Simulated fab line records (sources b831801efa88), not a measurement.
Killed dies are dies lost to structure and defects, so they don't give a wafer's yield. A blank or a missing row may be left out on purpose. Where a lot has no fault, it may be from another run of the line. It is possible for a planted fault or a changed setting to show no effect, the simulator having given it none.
A lot that was struck, set against a sound lot | flow gf180mcu | 14 steps out of a route of 602
Sound: wafers L982.1, L982.5, L982.6. Wafers struck: L994.1, L994.2, L994.5. The cause comes at the end.
Each step with rows lists, per side, the tool, then ch with its chambers, then its first start. Under that, the readings that differ: sound wafers | struck wafers | difference of the means | sigmas: that difference in standard deviations of wafers without a fault.
alike: readings whose means differ by less than 2 such deviations, and words and numbers that are the same on both sides. not compared: withheld readings, readings that some wafer has no value for, bounds like >300 that may hide the same value, and numbers for which the record gives no deviation and whose values overlap.
A row with sigmas, a row that says differs or no value, or rows on one side alone: a step with any of these is where the two part. When numbers do not overlap yet have no deviation, they are printed without sigmas and do not part them. Lack of a reading on every wafer of one side parts them only where that side has two or more wafers.

GF_V5_CMP_26: polishes, stops on SiO2, t overpolish 15 s, target thk 0 nm.
  sound on cmp-01 ch 0,3, day 28 06:20; struck on cmp-02 ch 0,2,3, day 31 20:30
  alike: motor-current-A, overpolish-run-s, retaining-ring-pressure-frac, time-to-endpoint-s
then, 1 step without rows for these wafers: GF_TOP_METAL_SPUTTER_00 (material Ti, target thk 37.5 nm, time 150 s).
GF_TOP_METAL_SPUTTER_01: material TiN, target thk 30 nm, time 25 s.
  sound: pvd-sputter-02 at day 28 06:41; struck: pvd-sputter-01 at day 31 20:51
  alike: cathode-dc-power-W, throttle-valve-pct
GF_TOP_METAL_SPUTTER_02: material AlCu, target thk 900 nm, time 47.82 s.
  sound: pvd-sputter-02 at day 28 06:43; struck: pvd-sputter-01 at day 31 20:53
  reading                | sound             | struck            | difference | sigmas
  cathode-dc-power-W (W) | 10606 10603 10602 | 10595 10603 10597 | -5         | -3
  alike: throttle-valve-pct
GF_TOP_METAL_SPUTTER_03: material Ti, target thk 5 nm, time 3.3 s.
  sound: pvd-sputter-02 at day 28 06:46; struck: pvd-sputter-01 at day 31 20:55
  alike: cathode-dc-power-W, throttle-valve-pct
GF_TOP_METAL_SPUTTER_04: material TiN, target thk 25 nm, time 20.8 s.
  sound: pvd-sputter-02 at day 28 06:46; struck: pvd-sputter-01 at day 31 20:56
  alike: cathode-dc-power-W, throttle-valve-pct
GF_TOP_METAL_RS_MEAS_05: measurement is done with a four-point probe.
  sound: film-metro-01 at day 28 06:48; struck: film-metro-01 at day 31 20:58
  alike: TOP_METAL_ALCU_RS
GF_TOP_METAL_THK_MEAS_06: measures by xrf.
  sound: film-metro-01 at day 28 06:55; struck: film-metro-01 at day 31 21:05
  alike: TOP_METAL_ALCU_THK
then, 4 steps without rows for these wafers: GF_TOP_METAL_DEHYDRATE_07 (time 60 s); GF_TOP_METAL_HMDS_08 (prime time 60 s); GF_TOP_METAL_COAT_09 (resist thk 1500 nm); GF_TOP_METAL_SOFTBAKE_10 (time 60 s).
GF_TOP_METAL_EXPOSE_11: exposes mask MetalTop, target cd 440 nm.
  struck on iline-stepper-01, day 32 05:44; sound on iline-stepper-01 ch 0, day 28 16:25
  no value came back on the struck wafers for exposure-dose-mJ-cm2, focus-offset-nm (nm); on the sound wafers exposure-dose-mJ-cm2 reads 169.95 169.80 169.96
  alike: mask
next, for these wafers, 1 step has no rows: GF_TOP_METAL_PEB_12.

== WHERE THEY PART ==
First at GF_TOP_METAL_SPUTTER_02; last, within this record, at GF_TOP_METAL_EXPOSE_11.

WHY: what the simulator had put in
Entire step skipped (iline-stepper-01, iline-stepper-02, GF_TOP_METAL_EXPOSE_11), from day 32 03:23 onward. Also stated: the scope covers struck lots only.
